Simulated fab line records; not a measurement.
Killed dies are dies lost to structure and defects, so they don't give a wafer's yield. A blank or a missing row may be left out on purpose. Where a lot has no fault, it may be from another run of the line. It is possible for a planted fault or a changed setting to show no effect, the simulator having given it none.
A lot that was struck, set against a sound lot || flow gf180mcu || 18 steps out of a route of 602
Sound: the wafers L869.3, L869.4, L869.5. Struck: wafer L874.2 (L874.1, L874.4, from the same lot, were not struck and are left out); the cause is given at the end.
Each step with rows lists, per side, the tool, then ch with its chambers, then its first start. Under that, the readings that differ: sound wafers || struck wafers || difference of the means || sigmas: that difference in standard deviations of wafers without a fault.
alike: readings whose means differ by less than 2 such deviations, and words and numbers that are the same on both sides. not compared: withheld readings, readings that some wafer has no value for, bounds like >300 that may hide the same value, and numbers for which the record gives no deviation and whose values overlap.
A row with sigmas, a row that says differs or no value, or rows on one side alone: a step with any of these is where the two part. Numbers that don't overlap but have no deviation are shown without sigmas and don't part them. Lack of a reading on every wafer of one side parts them only where that side has two or more wafers.

first, 3 steps without rows for these wafers: GF_V3_EXPOSE_11 (exposes mask Via3, target cd 260 nm); GF_V3_PEB_12 (peb time 90 s); GF_V3_DEVELOP_13 (develop time 60 s).
GF_V3_CD_MEAS_14: the cd target is 260 nm.
  struck on cd sem-01, day 26 03:25; sound on cd sem-01, day 24 12:59
{"reading": "cd nm (nm)", "sound": "258.4 259.0 259.1", "struck": 261.3, "difference": "+2.5", "sigmas": "+2"}
GF_V3_OVL_MEAS_15:
  struck on overlay-02, day 26 03:32; sound on overlay-01, day 24 13:05
  alike: V3_OVL
GF_V3_ETCH_16: etches BARC in N2/H2.
  sound on rie diel-02 ch 0,1,2, day 24 13:06; struck on rie diel-03 ch 1, day 26 03:34
  alike: drypump motor current A, oes product au, rf fwd power W, throttle valve pct
then, 1 step without rows for these wafers: GF_V3_ETCH_17 (etches SiO2 in C4F8/O2/Ar, stops on TiN, target depth 635 nm).
GF_V3_STRIP_18: strips in O2/N2.
  sound on plasma asher-02 ch 0,1, day 24 13:16; struck on plasma asher-02 ch 0, day 26 03:41
{"reading": "rf hours counter h (h)", "sound": "- - -", "struck": 49, "difference": "no value on the sound wafers", "sigmas": ""}
  alike: drypump motor current A, heater power w, oes product au
then, 2 steps without rows for these wafers: GF_V3_STRIP_19 (strips in post etch residue remover, time 1200 s); GF_V3_CLEAN_20 (cleans in DIW).
GF_V3_SPUTTER_21: material Ti, target thk 15 nm, time 80.02 s.
  struck on pvd sputter-04, day 26 04:13; sound on pvd sputter-01, day 24 13:46
  alike: throttle valve pct
GF_V3_SPUTTER_22: material TiN, target thk 10 nm, time 40 s.
  struck on pvd sputter-04, day 26 04:17; sound on pvd sputter-01, day 24 13:50
  alike: throttle valve pct
GF_V3_CVD_23: deposits W, target thk 350 nm, time 104.9 s.
  sound on cvd w-01 ch 0,1, day 24 13:55; struck on cvd w-01 ch 0, day 26 04:19
{"reading": "since wet clean h (h)", "sound": "- - -", "struck": 200, "difference": "no value on the sound wafers", "sigmas": ""}
{"reading": "model.W_of_V3_CVD_23.thk nm (nm)", "sound": "348.1 349.7 343.7", "struck": 512.1, "difference": "+164.9", "sigmas": ""}
  alike: heater power w, susceptor temp C
GF_V3_RS_MEAS_24: uses a four-point probe to measure.
  struck on film metro-01, day 26 04:26; sound on film metro-01, day 24 14:02
{"reading": "V3_W_RS (ohm/sq)", "sound": "0.328 0.327 0.334", "struck": 0.222, "difference": -0.108, "sigmas": -30}
GF_V3_THK_MEAS_25: measures by xrf.
  struck on film metro-01, day 26 04:34; sound on film metro-01, day 24 14:08
{"reading": "V3_W_THK (nm)", "sound": "351 353 347", "struck": 536, "difference": "+186", "sigmas": "+34"}
GF_V3_CMP_26: polishes, stops on SiO2, t overpolish 15 s, target thk 0 nm.
  sound on cmp-01 ch 0,1, day 24 14:10; struck on cmp-01 ch 0, day 26 04:37
{"reading": "time to endpoint s (s)", "sound": "86 94 83", "struck": 129, "difference": "+41", "sigmas": "+10"}
  alike: motor current A
GF_M4_SPUTTER_00: material Ti, target thk 37.5 nm, time 150 s.
  struck on pvd sputter-01, day 26 04:55; sound on pvd sputter-02, day 24 14:28
  alike: throttle valve pct
next, for these wafers, 1 step has no rows: GF_PASSIVATION_PROBE_99.

## WHERE THEY PART
First at GF_V3_CD_MEAS_14; last, within this record, at GF_V3_CMP_26. Later steps at which nothing parts them and some readings are alike: GF_M4_SPUTTER_00.

WHY: whatever the simulator had introduced
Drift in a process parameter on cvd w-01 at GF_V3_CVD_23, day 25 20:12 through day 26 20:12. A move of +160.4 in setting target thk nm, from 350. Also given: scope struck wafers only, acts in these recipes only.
